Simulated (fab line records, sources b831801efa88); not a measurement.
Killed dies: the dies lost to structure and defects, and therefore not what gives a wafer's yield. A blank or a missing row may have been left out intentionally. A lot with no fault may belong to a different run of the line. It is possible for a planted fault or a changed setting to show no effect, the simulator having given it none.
Chamber matching | flow sky130 | cmp-02 running SKY_VIA3_CMP_02: 4 sister chambers
The step polishes SiO2. 8 wafers are shown with their chamber, then 7 later ones without.

## WAFERS WITH THEIR CHAMBER
wafer  | chamber | motor_current_A (A)
L301.2 | 3       | 12.6
L307.2 | 0       | 11.0
L307.5 | 2       | 14.1
L306.2 | 2       | 13.3
L306.3 | 0       | 10.6
L306.6 | 1       | 12.8
L309.1 | 1       | 12.4
L309.3 | 3       | 12.6

## WAFERS WITHOUT THEIR CHAMBER
wafer  | motor_current_A (A)
L309.6 | 12.1
L314.1 | 12.2
L314.3 | 10.9
L314.4 | 12.4
L319.2 | 12.2
L319.3 | 10.8
L319.6 | 10.3

## WHICH CHAMBER EACH WENT THROUGH
wafer  | from the rows above     | in truth
L309.6 | can't be placed: 3 or 1 | 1
L314.1 | can't be placed: 3 or 1 | 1
L314.3 | 0                       | 0
L314.4 | can't be placed: 3 or 1 | 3
L319.2 | can't be placed: 3 or 1 | 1
L319.3 | 0                       | 0
L319.6 | 0                       | 0
3 of 7 placed correctly. Not placeable from these rows: 4 (in 4, the candidates include the true chamber). Wrongly placed: 0.
How it was worked out, from the rows above alone: a wafer's distance from a chamber is the root of the sum, over the readings, of the square of ((its reading less the chamber's mean) divided by the reading's scatter). If the next closest chamber is less than 2 further off than the closest, the wafer can't be placed; otherwise it belongs to the closest. A chamber's mean is the mean of its shown wafers. How the scatter is found: for the shown wafers, subtract from each reading the mean of its chamber, square and add these, divide the total by (wafers less chambers), then take the root.
